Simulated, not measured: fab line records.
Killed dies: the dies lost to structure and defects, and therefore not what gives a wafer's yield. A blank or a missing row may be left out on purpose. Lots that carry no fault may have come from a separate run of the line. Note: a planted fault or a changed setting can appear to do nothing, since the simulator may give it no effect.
Shared-tool check -- flow gf180mcu -- Sampled: 11 lots, 33 wafers

== THE REASON FOR OPENING IT ==
1 of 11 lots carry a flag on the reading VT_IMPLANT_3_TW at GF_VT_IMPLANT_TW_MEAS_32. Wafers without a fault read 265, standard deviation 3.3.
Rule: a lot gets a flag if all its wafers with a number sit over 4 standard deviations from that mean, or if no wafer of it has a number. As for the other lots, they are considered sound.

lot,measured,on,"VT_IMPLANT_3_TW, wafer by wafer",flag
L776,day 7 02:29,film metro-01,264 264 262,
L778,day 7 16:31,film metro-03,270 270 269,
L780,day 8 04:44,film metro-04,263 262 264,
L781,day 8 09:44,film metro-04,262 263 262,
L785,day 9 14:45,film metro-03,270 271 272,
L787,day 10 03:04,film metro-04,30 30 30,FLAGGED
L791,day 11 06:15,film metro-03,270 269 270,
L793,day 11 22:11,film metro-03,271 269 270,
L794,day 12 02:49,film metro-04,264 263 261,
L796,day 12 13:37,film metro-04,264 262 263,
L798,day 13 03:08,film metro-04,261 263 262,
The numbers of the flagged lots are 30 on average: -235 against the usual, or -71 standard deviations.

== WHICH TOOL EACH LOT WENT THROUGH ==
The record holds 2 process steps before the reading, out of a route of 602 steps. Read each cell as the tool, then ch plus the chambers that the sampled wafers visited, then the start.
lot,flag,GF_VT_IMPLANT_EXPOSE_26,GF_VT_IMPLANT_STRIP_31
L776,,"iline stepper-02 ch 0, day 6 18:22","plasma asher-01 ch 0,1, day 7 02:22"
L778,,"iline stepper-02 ch 0, day 7 09:22","plasma asher-03 ch 0,1, day 7 16:25"
L780,,"iline stepper-01 ch 0, day 7 21:09","plasma asher-01 ch 0,1, day 8 04:29"
L781,,"iline stepper-02 ch 0, day 8 02:04","plasma asher-01 ch 0,1, day 8 09:38"
L785,,"iline stepper-01 ch 0, day 9 05:45","plasma asher-04 ch 0,1, day 9 14:39"
L787,FLAGGED,"iline stepper-02 ch 0, day 9 18:33","plasma asher-04 ch 0,1, day 10 02:58"
L791,,"iline stepper-01 ch 0, day 10 21:03","plasma asher-03 ch 0,1, day 11 06:10"
L793,,"iline stepper-02 ch 0, day 11 12:31","plasma asher-03 ch 0,1, day 11 22:05"
L794,,"iline stepper-01 ch 0, day 11 17:11","plasma asher-03 ch 0,1, day 12 02:43"
L796,,"iline stepper-02 ch 0, day 12 04:04","plasma asher-01 ch 0,1, day 12 13:31"
L798,,"iline stepper-02 ch 0, day 12 17:10","plasma asher-04 ch 0,1, day 13 03:01"
What the steps here do:
- GF_VT_IMPLANT_EXPOSE_26: exposes mask LVPWELL HV AREA, target cd 860 nm.
- GF_VT_IMPLANT_STRIP_31: strips in O2/N2.
- GF_VT_IMPLANT_TW_MEAS_32

== FLAGGED OVER TOTAL, TOOL BY TOOL (the gauges that took the reading come last) ==
step,tool,lots run,flagged,share of the flagged lots,sound lots run after its first flagged lot
GF_VT_IMPLANT_EXPOSE_26,iline stepper-01,4,0,none,-
GF_VT_IMPLANT_EXPOSE_26,iline stepper-02,7,1,all,"3 (L793,L796,L798)"
GF_VT_IMPLANT_STRIP_31,plasma asher-01,4,0,none,-
GF_VT_IMPLANT_STRIP_31,plasma asher-03,4,0,none,-
GF_VT_IMPLANT_STRIP_31,plasma asher-04,3,1,all,1 (L798)
GF_VT_IMPLANT_TW_MEAS_32,film metro-01,1,0,none,-
GF_VT_IMPLANT_TW_MEAS_32,film metro-03,4,0,none,-
GF_VT_IMPLANT_TW_MEAS_32,film metro-04,6,1,all,"3 (L794,L796,L798)"

== WHAT THE TABLE PERMITS ==
iline stepper-02 at GF_VT_IMPLANT_EXPOSE_26, plasma asher-04 at GF_VT_IMPLANT_STRIP_31 and film metro-04 at GF_VT_IMPLANT_TW_MEAS_32: these 3 rows of the table ran every flagged lot.
- iline stepper-02 at GF_VT_IMPLANT_EXPOSE_26 ran 7 lots, 1 of them flagged. Sound lots ran on it after the first flagged one (L793, L796, L798), which a lasting fault on the whole tool wouldn't allow.
- plasma asher-04 at GF_VT_IMPLANT_STRIP_31 ran 3 lots, 1 of them flagged. Sound lots ran on it after the first flagged one (L798), which a lasting fault on the whole tool wouldn't allow.
- film metro-04 at GF_VT_IMPLANT_TW_MEAS_32 ran 6 lots, 1 of them flagged. Sound lots ran on it after the first flagged one (L794, L796, L798), which a lasting fault on the whole tool wouldn't allow.
No row of the table ran every flagged lot and no sound lot after the first.

== WHAT THE SIMULATOR PUT IN ==
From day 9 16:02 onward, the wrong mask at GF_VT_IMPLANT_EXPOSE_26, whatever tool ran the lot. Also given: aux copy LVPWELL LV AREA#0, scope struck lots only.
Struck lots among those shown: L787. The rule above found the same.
